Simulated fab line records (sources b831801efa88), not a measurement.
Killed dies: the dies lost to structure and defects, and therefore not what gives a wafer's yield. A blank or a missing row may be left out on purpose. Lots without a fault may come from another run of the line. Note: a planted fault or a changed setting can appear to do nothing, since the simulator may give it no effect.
The tool behind it: which one? :: flow gf180mcu :: 39 wafers from 13 lots sampled at 4 of the route's 602 steps

== WHAT EACH GAUGE READ, for each wafer ==
GF_VT_IMPLANT_TW_MEAS_43.
lot: L251
measured: day 7 18:56
on: film-metro-02
VT_IMPLANT_4_TW: 681 684 683

lot: L252
measured: day 8 00:37
on: film-metro-01
VT_IMPLANT_4_TW: 692 694 690

lot: L254
measured: day 8 14:55
on: film-metro-01
VT_IMPLANT_4_TW: 688 692 693

lot: L255
measured: day 8 20:52
on: film-metro-02
VT_IMPLANT_4_TW: 688 691 689

lot: L257
measured: day 9 08:58
on: film-metro-01
VT_IMPLANT_4_TW: 689 687 685

lot: L259
measured: day 9 23:41
on: film-metro-01
VT_IMPLANT_4_TW: 688 693 692

lot: L260
measured: day 10 07:10
on: film-metro-01
VT_IMPLANT_4_TW: 693 689 691

lot: L262
measured: day 10 21:50
on: film-metro-01
VT_IMPLANT_4_TW: 685 689 691

lot: L264
measured: day 11 13:11
on: film-metro-02
VT_IMPLANT_4_TW: 735 732 735

lot: L266
measured: day 11 23:20
on: film-metro-01
VT_IMPLANT_4_TW: 690 687 687

lot: L267
measured: day 12 07:25
on: film-metro-02
VT_IMPLANT_4_TW: 737 733 735

lot: L272
measured: day 13 19:37
on: film-metro-03
VT_IMPLANT_4_TW: 692 692 693

lot: L273
measured: day 14 02:49
on: film-metro-02
VT_IMPLANT_4_TW: 689 687 689

GF_CONTACT_BOW_MEAS_05.
lot: L251
measured: day 15 13:55
on: film-metro-02
CONTACT_BOW (um): 64 63 63

lot: L252
measured: day 15 21:54
on: film-metro-03
CONTACT_BOW (um): 72 58 67

lot: L254
measured: day 16 12:12
on: film-metro-02
CONTACT_BOW (um): 65 68 60

lot: L255
measured: day 16 17:49
on: film-metro-04
CONTACT_BOW (um): 82 86 59

lot: L257
measured: day 17 14:11
on: film-metro-03
CONTACT_BOW (um): 62 70 72

lot: L259
measured: day 18 10:38
on: film-metro-03
CONTACT_BOW (um): 63 63 72

lot: L260
measured: day 18 17:35
on: film-metro-02
CONTACT_BOW (um): 62 50 64

lot: L262
measured: day 19 16:41
on: film-metro-03
CONTACT_BOW (um): 55 62 69

lot: L264
measured: day 20 10:25
on: film-metro-03
CONTACT_BOW (um): 69 64 55

lot: L266
measured: day 20 23:56
on: film-metro-04
CONTACT_BOW (um): 77 65 81

lot: L267
measured: day 21 09:04
on: film-metro-04
CONTACT_BOW (um): 74 66 60

lot: L272
measured: day 23 03:04
on: film-metro-02
CONTACT_BOW (um): 61 66 62

lot: L273
measured: day 23 11:51
on: film-metro-02
CONTACT_BOW (um): 52 65 65

== TOOL THAT RAN EACH LOT (tool first, then ch and the chambers of the sampled wafers, then the start) ==
lot: L251
GF_VT_IMPLANT_IMPLANT_41: implanter-03 ch 0, day 7 18:42
GF_CONTACT_CMP_04: cmp-02 ch 0,3, day 15 13:35

lot: L252
GF_VT_IMPLANT_IMPLANT_41: implanter-03 ch 0, day 8 00:22
GF_CONTACT_CMP_04: cmp-02 ch 0,2,3, day 15 21:39

lot: L254
GF_VT_IMPLANT_IMPLANT_41: implanter-03 ch 0, day 8 14:40
GF_CONTACT_CMP_04: cmp-02 ch 0,2,3, day 16 12:00

lot: L255
GF_VT_IMPLANT_IMPLANT_41: implanter-01 ch 0, day 8 20:39
GF_CONTACT_CMP_04: cmp-01 ch 1,2, day 16 17:28

lot: L257
GF_VT_IMPLANT_IMPLANT_41: implanter-01 ch 0, day 9 08:43
GF_CONTACT_CMP_04: cmp-01 ch 0,1,3, day 17 13:53

lot: L259
GF_VT_IMPLANT_IMPLANT_41: implanter-03 ch 0, day 9 23:28
GF_CONTACT_CMP_04: cmp-01 ch 2,3, day 18 10:20

lot: L260
GF_VT_IMPLANT_IMPLANT_41: implanter-02 ch 0, day 10 06:55
GF_CONTACT_CMP_04: cmp-02 ch 0,2, day 18 17:17

lot: L262
GF_VT_IMPLANT_IMPLANT_41: implanter-02 ch 0, day 10 21:36
GF_CONTACT_CMP_04: cmp-02 ch 1,2,3, day 19 16:28

lot: L264
GF_VT_IMPLANT_IMPLANT_41: implanter-02 ch 0, day 11 12:57
GF_CONTACT_CMP_04: cmp-01 ch 0,3, day 20 10:06

lot: L266
GF_VT_IMPLANT_IMPLANT_41: implanter-03 ch 0, day 11 23:07
GF_CONTACT_CMP_04: cmp-02 ch 1,3, day 20 23:36

lot: L267
GF_VT_IMPLANT_IMPLANT_41: implanter-02 ch 0, day 12 07:10
GF_CONTACT_CMP_04: cmp-02 ch 0,1,2, day 21 08:49

lot: L272
GF_VT_IMPLANT_IMPLANT_41: implanter-03 ch 0, day 13 19:22
GF_CONTACT_CMP_04: cmp-01 ch 0,2, day 23 02:46

lot: L273
GF_VT_IMPLANT_IMPLANT_41: implanter-01 ch 0, day 14 02:34
GF_CONTACT_CMP_04: cmp-01 ch 1,2,3, day 23 11:35
- GF_VT_IMPLANT_IMPLANT_41
- GF_CONTACT_CMP_04: polishes SiO2.

== AS READ BY THE TOOLS THEMSELVES (means over the sampled wafers that have a number; for cases with no such wafer, the mark the record gives instead) ==
GF_VT_IMPLANT_IMPLANT_41.
lot: L251
tool: implanter-03
beam-on-s (s): 9.97
dose-ions-cm2: 1.012e+12
faraday-current-uA: 5.75
tilt-deg (degrees): 6.981

lot: L252
tool: implanter-03
beam-on-s (s): 10.09
dose-ions-cm2: 1.013e+12
faraday-current-uA: 5.65
tilt-deg (degrees): 6.994

lot: L254
tool: implanter-03
beam-on-s (s): 9.82
dose-ions-cm2: 1.012e+12
faraday-current-uA: 5.82
tilt-deg (degrees): 6.994

lot: L255
tool: implanter-01
beam-on-s (s): 9.94
dose-ions-cm2: 1.013e+12
faraday-current-uA: 5.76
tilt-deg (degrees): 6.989

lot: L257
tool: implanter-01
beam-on-s (s): 10.01
dose-ions-cm2: 1.015e+12
faraday-current-uA: 5.72
tilt-deg (degrees): 6.975

lot: L259
tool: implanter-03
beam-on-s (s): 10.17
dose-ions-cm2: 1.014e+12
faraday-current-uA: 5.63
tilt-deg (degrees): 6.991

lot: L260
tool: implanter-02
beam-on-s (s): 9.98
dose-ions-cm2: 1.013e+12
faraday-current-uA: 5.73
tilt-deg (degrees): 6.997

lot: L262
tool: implanter-02
beam-on-s (s): 10.10
dose-ions-cm2: 1.014e+12
faraday-current-uA: 5.66
tilt-deg (degrees): 7.002

lot: L264
tool: implanter-02
beam-on-s (s): 10.06
dose-ions-cm2: 1.252e+12
faraday-current-uA: 7.02
tilt-deg (degrees): 6.967

lot: L266
tool: implanter-03
beam-on-s (s): 10.03
dose-ions-cm2: 1.012e+12
faraday-current-uA: 5.71
tilt-deg (degrees): 7.012

lot: L267
tool: implanter-02
beam-on-s (s): 9.95
dose-ions-cm2: 1.252e+12
faraday-current-uA: 7.12
tilt-deg (degrees): 6.984

lot: L272
tool: implanter-03
beam-on-s (s): 10.02
dose-ions-cm2: 1.013e+12
faraday-current-uA: 5.69
tilt-deg (degrees): 6.994

lot: L273
tool: implanter-01
beam-on-s (s): 9.92
dose-ions-cm2: 1.013e+12
faraday-current-uA: 5.76
tilt-deg (degrees): 7.022

GF_CONTACT_CMP_04.
lot: L251
tool: cmp-02
motor-current-A (A): 11.9
time-to-endpoint-s (s): 110

lot: L252
tool: cmp-02
motor-current-A (A): 12.5
time-to-endpoint-s (s): 115

lot: L254
tool: cmp-02
motor-current-A (A): 12.7
time-to-endpoint-s (s): 107

lot: L255
tool: cmp-01
motor-current-A (A): 12.3
time-to-endpoint-s (s): 117

lot: L257
tool: cmp-01
motor-current-A (A): 12.4
time-to-endpoint-s (s): 111

lot: L259
tool: cmp-01
motor-current-A (A): 11.3
time-to-endpoint-s (s): 105

lot: L260
tool: cmp-02
motor-current-A (A): 12.3
time-to-endpoint-s (s): 103

lot: L262
tool: cmp-02
motor-current-A (A): 11.9
time-to-endpoint-s (s): 115

lot: L264
tool: cmp-01
motor-current-A (A): 12.3
time-to-endpoint-s (s): 111

lot: L266
tool: cmp-02
motor-current-A (A): 11.0
time-to-endpoint-s (s): 113

lot: L267
tool: cmp-02
motor-current-A (A): 11.7
time-to-endpoint-s (s): 112

lot: L272
tool: cmp-01
motor-current-A (A): 11.8
time-to-endpoint-s (s): 123

lot: L273
tool: cmp-01
motor-current-A (A): 12.2
time-to-endpoint-s (s): 120

== THE ANSWER, worked out from the rows above alone ==
Rule: usual is defined by the lots themselves. Put in order of their means at a reading, lots are off if they are a third of the lots or fewer, leave a main group of 4 or more, and stand apart from it by a gap of 3 or more times the standard deviation of the main group's means; of several such gaps the widest counts. The tables above print the reading to a certain number of digits; a main group whose means all agree to those digits is not used. A lot without any number at a reading at which 4 lots or more have one is off too. All remaining lots with rows at the step are treated as sound. After the gauges, taken in route order, come the tools' own readings; for these a lot's mean is taken, as printed above. The first step at which some lot is off is used, and at that step the reading that is off furthest; a lot without a number counts as furthest.
Off: L264, L267, seen at GF_VT_IMPLANT_TW_MEAS_43 (VT_IMPLANT_4_TW). The main group has a mean of 689 with a standard deviation of 2.7.
If a tool, at a process step before that reading, ran all the lots that are off and no sound lot after the first of them, it fits. Not tried: the gauges at GF_VT_IMPLANT_TW_MEAS_43; whatever is off there is also off at GF_VT_IMPLANT_IMPLANT_41, on other tools, and gauge error can't account for it. One candidate fits, namely implanter-02 at GF_VT_IMPLANT_IMPLANT_41. A fault onset in the window from L262 (day 10 21:36, its last sound lot) to L264 (day 11 12:57, its first lot off) fits.
The tool's own readings at GF_VT_IMPLANT_IMPLANT_41 bear it out: on the lots that are off they differ by more than 5 times the standard deviation of the sound lots' means. dose-ions-cm2 reads 1.252e+12 there against 1.013e+12 on the sound lots; faraday-current-uA reads 7.07 there against 5.72 on the sound lots.

== WHAT THE SIMULATOR HAD PUT IN ==
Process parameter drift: implanter-02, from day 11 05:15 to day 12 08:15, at GF_VT_IMPLANT_IMPLANT_41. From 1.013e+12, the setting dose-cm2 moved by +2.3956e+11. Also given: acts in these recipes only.
Struck lots among those shown: L264, L267. The rule above found the same.
